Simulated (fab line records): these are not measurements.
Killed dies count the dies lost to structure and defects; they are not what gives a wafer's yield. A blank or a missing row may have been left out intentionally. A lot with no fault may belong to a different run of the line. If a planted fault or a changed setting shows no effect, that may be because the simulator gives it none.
Which tool did it? | flow gf180mcu | 12 lots, 36 wafers sampled, at 1 step of a route of 602

== WHAT THE GAUGES READ, wafer by wafer ==
GF_M2_RS_MEAS_05: a four-point-probe measurement.
lot  | measured     | on            | M2_ALCU_RS (ohm/sq)
L075 | day 18 11:44 | film_metro-03 | 0.0693 0.0690 0.0694
L077 | day 19 07:43 | film_metro-04 | 0.0697 0.0684 0.0692
L079 | day 20 02:52 | film_metro-02 | 0.0678 0.0686 0.0684
L081 | day 20 20:29 | film_metro-03 | 0.0688 0.0687 0.0683
L083 | day 21 19:50 | film_metro-03 | 0.0693 0.0686 0.0692
L085 | day 22 10:52 | film_metro-02 | 0.0703 0.0702 0.0698
L087 | day 22 22:19 | film_metro-04 | 0.0699 0.0700 0.0702
L089 | day 23 17:37 | film_metro-04 | 0.0693 0.0699 0.0695
L091 | day 24 08:28 | film_metro-02 | 0.0698 0.0714 0.0699
L093 | day 25 02:01 | film_metro-02 | 0.0708 0.0697 0.0704
L095 | day 25 16:37 | film_metro-03 | 0.0706 0.0703 0.0712
L097 | day 26 09:26 | film_metro-03 | 0.0703 0.0705 0.0700

== EACH LOT AND THE TOOL THAT RAN IT (in order: tool; ch and the chambers of the sampled wafers; start) ==
No process step before these readings appears in the record.

== THE ANSWER, worked out from the rows above alone ==
Rule: the lots themselves supply what counts as usual. The widest of any qualifying gaps counts: lots, ordered by their means at a reading, are off when they make up no more than a third of the lots, leave a main group of 4 or more, and stand apart from it by 3 or more times the standard deviation of that group's means. The tables above print the reading to a certain number of digits; a main group whose means all agree to those digits is not used. Also off: a lot with no number at a reading for which 4 or more lots have one. All remaining lots with rows at the step are treated as sound.
No lot is off on any of the readings shown, so nothing can be concluded from this.

== WHAT THE SIMULATOR HAD PUT IN ==
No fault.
